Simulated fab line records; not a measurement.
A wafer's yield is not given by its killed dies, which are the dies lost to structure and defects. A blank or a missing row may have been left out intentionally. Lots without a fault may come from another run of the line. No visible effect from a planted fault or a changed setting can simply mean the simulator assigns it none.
A single fault, viewed from 2 desks / flow sky130 / every desk sees just its own numbers, and what lay behind them comes last

## THE TOOL OWNER'S DESK: cmp-02
The tool's own readings at SKY_VIA4_CMP_02 (polishes SiO2): means of the sampled wafers that have a number, for each lot that ran on this tool. A lot is out of limits, marked OUT, if its mean lies more than 4 standard deviations from the usual mean; the brackets give that distance.
Columns: A = edge_zone_pressure_frac at SKY_VIA4_CMP_02, usual 1.000; B = motor_current_A at SKY_VIA4_CMP_02, usual 12.8 A; C = platen_rpm at SKY_VIA4_CMP_02, usual 60.00 rpm
lot=L793; first seen here=day 41 03:48; A=1.002; B=12.2; C=59.99
lot=L796; first seen here=day 42 10:39; A=1.000; B=12.5; C=60.00
lot=L798; first seen here=day 42 21:35; A=1.000; B=13.0; C=59.99
lot=L799; first seen here=day 43 04:08; A=0.998; B=13.6; C=59.99
lot=L800; first seen here=day 43 14:37; A=0.999; B=12.6; C=60.01
lot=L809; first seen here=day 47 00:38; A=1.001; B=13.1; C=59.99
lot=L811; first seen here=day 47 10:23; A=1.002; B=13.1; C=60.05
lot=L812; first seen here=day 47 12:11; A=1.001; B=13.2; C=59.98
lot=L815; first seen here=day 48 09:20; A=1.001; B=13.9; C=60.01
Finding of this desk: none of the 9 lots has anything out of limits.

## THE METROLOGY DESK
Means of the sampled wafers that have a number, per lot and without regard to the tool the lot ran on: this is what the gauges read. A lot is out of limits, marked OUT, if its mean lies more than 4 standard deviations from the usual mean; the brackets give that distance.
Columns: A = CAP2M_TIN_RS at SKY_CAP2M_RS_MEAS_03, usual 6.92 ohm/sq; B = VIA4_BOW at SKY_VIA4_BOW_MEAS_03, usual 77 um
lot=L793; first seen here=day 38 23:58; A=6.87; B=76
lot=L795; first seen here=day 39 18:56; A=6.89; B=75
lot=L796; first seen here=day 40 08:32; A=7.02; B=76
lot=L798; first seen here=day 40 19:23; A=6.83; B=78
lot=L799; first seen here=day 41 03:32; A=6.89; B=74
lot=L800; first seen here=day 41 15:35; A=6.86; B=84
lot=L805; first seen here=day 42 23:07; A=6.89; B=76
lot=L809; first seen here=day 45 06:04; A=6.93; B=85
lot=L811; first seen here=day 45 16:16; A=6.95; B=79
lot=L812; first seen here=day 45 17:48; A=6.95; B=69
lot=L814; first seen here=day 46 03:09; A=6.86; B=89
lot=L813; first seen here=day 46 09:16; A=6.98; B=78
lot=L816; first seen here=day 46 09:49; A=6.98; B=74
lot=L815; first seen here=day 46 15:18; A=6.97; B=66
Finding of this desk: none of the 14 lots has anything out of limits.

## TAKEN TOGETHER
The tool owner's desk saw nothing out of limits.
Nothing out of limits was seen by the metrology desk.

## WHAT WAS PUT IN BY THE SIMULATOR
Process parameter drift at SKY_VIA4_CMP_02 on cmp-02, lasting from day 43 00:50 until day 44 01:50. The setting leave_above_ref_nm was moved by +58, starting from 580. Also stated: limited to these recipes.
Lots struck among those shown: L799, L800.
